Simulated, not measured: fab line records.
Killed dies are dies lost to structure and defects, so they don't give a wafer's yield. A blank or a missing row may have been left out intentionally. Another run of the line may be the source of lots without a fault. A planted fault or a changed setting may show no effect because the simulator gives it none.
The tool behind it: which one?    flow sky130    42 wafers sampled from 14 lots at 1 step of a route of 708

## WHAT THE GAUGES SHOWED, per wafer
No reading from a measuring or inspecting step in the record can be judged against a usual standard deviation.

## WHAT TOOL EACH LOT RAN ON (gives the tool, then ch and the chambers of the sampled wafers, and finally the start)
lot   SKY_VIA2_PEB_10
L877  litho track-02 ch 0, day 36 22:00
L880  litho track-02 ch 0, day 37 22:00
L879  litho track-03 ch 0, day 37 23:00
L882  litho track-03 ch 0, day 38 08:00
L883  litho track-04, day 38 11:00
L881  litho track-03, day 38 14:00
L891  litho track-03 ch 0, day 41 01:00
L892  litho track-04 ch 0, day 41 10:00
L894  litho track-03 ch 0, day 41 15:00
L895  litho track-03 ch 0, day 41 20:00
L896  litho track-03 ch 0, day 42 04:00
L897  litho track-02 ch 0, day 42 05:00
L898  litho track-04 ch 0, day 42 18:00
L900  litho track-04 ch 0, day 42 19:00
- SKY_VIA2_PEB_10

## WHAT THE TOOLS THEMSELVES READ (means of the sampled wafers that have a number; where no wafer has one, the mark that the record gives instead)
SKY_VIA2_PEB_10. Usual: exhaust pa at 44.9 Pa, with a standard deviation of 0.72.
lot   tool            exhaust pa (Pa)  flag
L877  litho track-02  43.9             
L880  litho track-02  45.3             
L879  litho track-03  45.0             
L882  litho track-03  45.0             
L883  litho track-04  -                OFF
L881  litho track-03  -                OFF
L891  litho track-03  44.7             
L892  litho track-04  43.9             
L894  litho track-03  44.8             
L895  litho track-03  45.2             
L896  litho track-03  45.1             
L897  litho track-02  45.5             
L898  litho track-04  43.9             
L900  litho track-04  46.1             

## THE ANSWER, worked out from the rows above alone
Rule: lot off if the mean of its wafers having a number is beyond 3 standard deviations from the usual mean. Also off: a lot with no number at a reading for which 4 or more lots have one. All remaining lots with rows at the step are treated as sound. Order of review: gauges by route order, followed by the tools' own readings, for which a lot's mean as printed above is used. The first step at which some lot is off is used, and at that step the reading that is off furthest; a lot without a number counts as furthest.
Off at SKY_VIA2_PEB_10 (exhaust pa): L883, L881. Without a number there: L883, L881.
If a tool, at that step or one of the process steps before it, ran each lot that is off and ran no sound lot following the first of them, it fits. No candidate that was tried fits.

## WHAT THE SIMULATOR HAD PUT IN
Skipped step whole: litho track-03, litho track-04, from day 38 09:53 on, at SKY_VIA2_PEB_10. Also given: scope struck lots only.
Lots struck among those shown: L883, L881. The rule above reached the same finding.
